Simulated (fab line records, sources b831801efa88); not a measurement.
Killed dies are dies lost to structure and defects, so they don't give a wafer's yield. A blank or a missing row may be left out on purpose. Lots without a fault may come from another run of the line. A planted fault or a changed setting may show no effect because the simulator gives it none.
Which tool did it? | flow sky130 | 11 lots, 33 wafers sampled, at 5 steps of a route of 708

WHAT THE GAUGES READ, wafer by wafer
SKY_VT_ADJUST_NCORE_CD_MEAS_07: target cd 380 nm.
lot  | measured     | on        | cd_nm (nm)
L353 | day 8 16:07  | cd_sem-01 | 381.9 380.9 383.8
L354 | day 9 01:21  | cd_sem-01 | 380.6 379.7 380.1
L355 | day 9 08:46  | cd_sem-01 | 380.6 380.1 381.0
L359 | day 10 06:58 | cd_sem-02 | 380.3 379.9 378.7
L361 | day 11 09:46 | cd_sem-01 | 375.6 377.1 376.2
L362 | day 11 17:28 | cd_sem-02 | 378.7 380.5 378.9
L364 | day 11 23:03 | cd_sem-02 | 377.8 376.0 376.6
L372 | day 14 11:51 | cd_sem-02 | 381.0 381.8 380.5
L373 | day 14 19:43 | cd_sem-02 | 378.2 377.3 376.0
L374 | day 14 19:50 | cd_sem-01 | 379.1 380.1 378.0
L375 | day 15 06:26 | cd_sem-01 | 379.7 376.8 377.9

SKY_VT_ADJUST_HVTR_CD_MEAS_07: target cd 380 nm.
lot  | measured     | on        | cd_nm (nm)
L353 | day 9 12:58  | cd_sem-01 | 385.0 383.6 383.9
L354 | day 9 22:52  | cd_sem-02 | 381.9 380.4 381.8
L355 | day 10 06:40 | cd_sem-01 | 379.1 376.3 378.7
L359 | day 11 04:16 | cd_sem-02 | 375.4 377.4 374.2
L361 | day 12 10:52 | cd_sem-02 | 376.6 377.4 377.5
L362 | day 12 18:07 | cd_sem-02 | 388.1 387.1 389.0
L364 | day 13 00:02 | cd_sem-02 | 391.6 392.2 394.9
L372 | day 15 14:44 | cd_sem-02 | 378.2 378.7 378.2
L373 | day 15 22:55 | cd_sem-01 | 378.3 379.4 379.7
L374 | day 15 23:10 | cd_sem-02 | 381.9 381.4 383.8
L375 | day 16 10:08 | cd_sem-01 | 380.4 378.6 378.9

WHICH TOOL RAN EACH LOT (tool, then ch and the chambers of the sampled wafers, then the start)
lot  | SKY_FIELD_ISO_CMP_27         | SKY_VT_ADJUST_NCORE_STRIP_10         | SKY_VT_ADJUST_HVTR_COAT_02
L353 | cmp-01 ch 1,2,3, day 2 15:17 | plasma_asher-02 ch 0,1, day 8 16:26  | litho_track-02 ch 0, day 9 02:16
L354 | cmp-01 ch 2,3, day 2 20:18   | plasma_asher-04 ch 0,1, day 9 01:39  | litho_track-02 ch 0, day 9 12:04
L355 | cmp-01 ch 1,2,3, day 3 00:10 | plasma_asher-03 ch 0,1, day 9 09:04  | litho_track-04 ch 0, day 9 19:46
L359 | cmp-01 ch 0,2,3, day 3 19:34 | plasma_asher-04 ch 0,1, day 10 07:17 | litho_track-01 ch 0, day 10 17:28
L361 | cmp-01 ch 0,1,2, day 4 12:40 | plasma_asher-03 ch 0, day 11 10:04   | litho_track-04 ch 0, day 11 22:13
L362 | cmp-02 ch 1,2,3, day 4 19:26 | plasma_asher-02 ch 0,1, day 11 17:51 | litho_track-01 ch 0, day 12 05:43
L364 | cmp-02 ch 0,1,3, day 5 01:11 | plasma_asher-04 ch 0,1, day 11 23:20 | litho_track-01 ch 0, day 12 11:36
L372 | cmp-02 ch 0,2,3, day 6 18:25 | plasma_asher-02 ch 0,1, day 14 12:08 | litho_track-01 ch 0, day 15 01:45
L373 | cmp-01 ch 1,2, day 7 00:56   | plasma_asher-02 ch 0,1, day 14 20:02 | litho_track-01 ch 0, day 15 09:04
L374 | cmp-02 ch 1,2,3, day 7 04:26 | plasma_asher-03 ch 0,1, day 14 20:08 | litho_track-01 ch 0, day 15 09:40
L375 | cmp-01 ch 0,1,3, day 7 09:13 | plasma_asher-04 ch 0,1, day 15 06:44 | litho_track-02 ch 0, day 15 19:44
- SKY_FIELD_ISO_CMP_27: polishes, stops on Si3N4, t overpolish 16 s, target thk 457.8 nm.
- SKY_VT_ADJUST_NCORE_STRIP_10: strips in O2/N2.
- SKY_VT_ADJUST_HVTR_COAT_02: resist thk 1140 nm.

WHAT THE TOOLS THEMSELVES READ (means of the sampled wafers that have a number; where no wafer has one, the mark that the record gives instead)
SKY_FIELD_ISO_CMP_27.
lot  | tool   | motor_current_A (A) | overpolish_run_s (s) | time_to_endpoint_s (s)
L353 | cmp-01 | 11.4                | 16.008               | 112
L354 | cmp-01 | 10.8                | 15.999               | 108
L355 | cmp-01 | 11.5                | 16.004               | 116
L359 | cmp-01 | 12.0                | 16.016               | 112
L361 | cmp-01 | 12.8                | 16.006               | 114
L362 | cmp-02 | 12.9                | 16.010               | 110
L364 | cmp-02 | 11.8                | 16.005               | 113
L372 | cmp-02 | 12.1                | 16.002               | 109
L373 | cmp-01 | 12.3                | 15.994               | 111
L374 | cmp-02 | 13.2                | 16.005               | 116
L375 | cmp-01 | 12.8                | 15.991               | 115

SKY_VT_ADJUST_NCORE_STRIP_10.
lot  | tool            | drypump_motor_current_A (A) | oes_product_au (a.u.) | strip_time_to_endpoint_s (s)
L353 | plasma_asher-02 | 6.1                         | 0.713                 | 14.17
L354 | plasma_asher-04 | 5.4                         | 0.712                 | 14.16
L355 | plasma_asher-03 | 6.0                         | 0.714                 | 14.20
L359 | plasma_asher-04 | 5.2                         | 0.715                 | 14.26
L361 | plasma_asher-03 | 6.0                         | 0.712                 | 14.16
L362 | plasma_asher-02 | 6.1                         | 0.714                 | 14.18
L364 | plasma_asher-04 | 5.2                         | 0.717                 | 14.19
L372 | plasma_asher-02 | 5.6                         | 0.709                 | 14.20
L373 | plasma_asher-02 | 6.1                         | 0.714                 | 14.19
L374 | plasma_asher-03 | 6.0                         | 0.712                 | 14.23
L375 | plasma_asher-04 | 5.2                         | 0.715                 | 14.19

SKY_VT_ADJUST_HVTR_COAT_02.
lot  | tool           | spin_speed_rpm (rpm)
L353 | litho_track-02 | 3000.8
L354 | litho_track-02 | 3002.6
L355 | litho_track-04 | 2998.7
L359 | litho_track-01 | 2999.3
L361 | litho_track-04 | 2998.3
L362 | litho_track-01 | 3663.4
L364 | litho_track-01 | 3662.5
L372 | litho_track-01 | 2999.1
L373 | litho_track-01 | 2999.0
L374 | litho_track-01 | 2999.7
L375 | litho_track-02 | 2999.6

THE ANSWER, worked out from the rows above alone
Rule: what is usual is taken from the lots themselves. Put in order of their means at a reading, lots are off if they are a third of the lots or fewer, leave a main group of 4 or more, and stand apart from it by a gap of 3 or more times the standard deviation of the main group's means; of several such gaps the widest counts. A main group whose means are all the same, to the digits that the tables above print for the reading, isn't used. A lot without any number at a reading at which 4 lots or more have one is off too. The other lots that the step has rows for count as sound. The gauges are gone through in route order, then the tools' own readings, and for those a lot's mean is taken as printed above. The first step at which some lot is off is used, and at that step the reading that is off furthest; a lot without a number counts as furthest.
Off: L362, L364, at SKY_VT_ADJUST_HVTR_COAT_02 (spin_speed_rpm). The main group: mean 2999.7 rpm, standard deviation 1.2.
A tool fits if, at that step or a process step before it, it ran every lot that is off, and no sound lot after the first of them. None of those tried fits.

WHAT THE SIMULATOR HAD PUT IN
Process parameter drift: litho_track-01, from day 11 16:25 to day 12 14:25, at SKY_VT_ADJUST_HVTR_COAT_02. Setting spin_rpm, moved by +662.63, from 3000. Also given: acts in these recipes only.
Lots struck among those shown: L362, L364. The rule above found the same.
